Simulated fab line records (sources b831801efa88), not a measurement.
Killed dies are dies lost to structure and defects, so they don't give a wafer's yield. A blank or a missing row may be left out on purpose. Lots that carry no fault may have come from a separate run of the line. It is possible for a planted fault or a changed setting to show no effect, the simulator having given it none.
Which tool is to blame? :: flow gf180mcu :: 6 lots, 18 wafers sampled, at 3 steps of a route of 602

## WHAT THE GAUGES READ, wafer by wafer
GF_DUAL_GATE_OVL_MEAS_11.
lot: L427
measured: day 8 20:41
on: overlay-02
DUAL_GATE_OVL (nm): 1.5 -0.1 2.2

lot: L429
measured: day 9 04:19
on: overlay-02
DUAL_GATE_OVL (nm): 0.0 -0.5 -0.7

lot: L435
measured: day 10 23:25
on: overlay-02
DUAL_GATE_OVL (nm): - - -

lot: L437
measured: day 11 12:34
on: overlay-02
DUAL_GATE_OVL (nm): - - -

lot: L443
measured: day 13 09:16
on: overlay-02
DUAL_GATE_OVL (nm): -0.8 -4.3 -3.5

lot: L445
measured: day 13 20:21
on: overlay-01
DUAL_GATE_OVL (nm): -0.8 -1.4 -1.0

## WHAT TOOL EACH LOT RAN ON (gives the tool, then ch and the chambers of the sampled wafers, and finally the start)
lot: L427
GF_VT_IMPLANT_STRIP_42: plasma-asher-04 ch 0,1, day 8 00:02
GF_DUAL_GATE_COAT_06: litho-track-04 ch 0, day 8 12:52

lot: L429
GF_VT_IMPLANT_STRIP_42: plasma-asher-03 ch 0,1, day 8 08:27
GF_DUAL_GATE_COAT_06: litho-track-03 ch 0, day 8 19:27

lot: L435
GF_VT_IMPLANT_STRIP_42: plasma-asher-03 ch 0,1, day 10 01:11
GF_DUAL_GATE_COAT_06: litho-track-01, day 10 13:54

lot: L437
GF_VT_IMPLANT_STRIP_42: plasma-asher-04 ch 0,1, day 10 16:08
GF_DUAL_GATE_COAT_06: litho-track-03, day 11 02:30

lot: L443
GF_VT_IMPLANT_STRIP_42: plasma-asher-04 ch 0,1, day 12 10:26
GF_DUAL_GATE_COAT_06: litho-track-03 ch 0, day 12 23:16

lot: L445
GF_VT_IMPLANT_STRIP_42: plasma-asher-03 ch 0,1, day 12 20:56
GF_DUAL_GATE_COAT_06: litho-track-04 ch 0, day 13 10:17
- GF_VT_IMPLANT_STRIP_42: strips in O2/N2.
- GF_DUAL_GATE_COAT_06: resist thk 1000 nm.

## THE ANSWER, worked out from the rows above alone
Rule: usual is defined by the lots themselves. Put in order of their means at a reading, lots are off if they are a third of the lots or fewer, leave a main group of 4 or more, and stand apart from it by a gap of 3 or more times the standard deviation of the main group's means; of several such gaps the widest counts. The tables above print the reading to a certain number of digits; a main group whose means all agree to those digits is not used. Also off: a lot with no number at a reading for which 4 or more lots have one. The other lots that the step has rows for count as sound.
Off: at GF_DUAL_GATE_OVL_MEAS_11 (DUAL_GATE_OVL), L435, L437. Without a number there: L435, L437. The main group has a mean of -0.8 nm with a standard deviation of 1.5.
If a tool, at a process step before that reading, ran all the lots that are off and no sound lot after the first of them, it fits. Gauges at GF_DUAL_GATE_OVL_MEAS_11: tried the same way as those tools. Not one of the candidates tried fits.

## WHAT THE SIMULATOR HAD INSERTED
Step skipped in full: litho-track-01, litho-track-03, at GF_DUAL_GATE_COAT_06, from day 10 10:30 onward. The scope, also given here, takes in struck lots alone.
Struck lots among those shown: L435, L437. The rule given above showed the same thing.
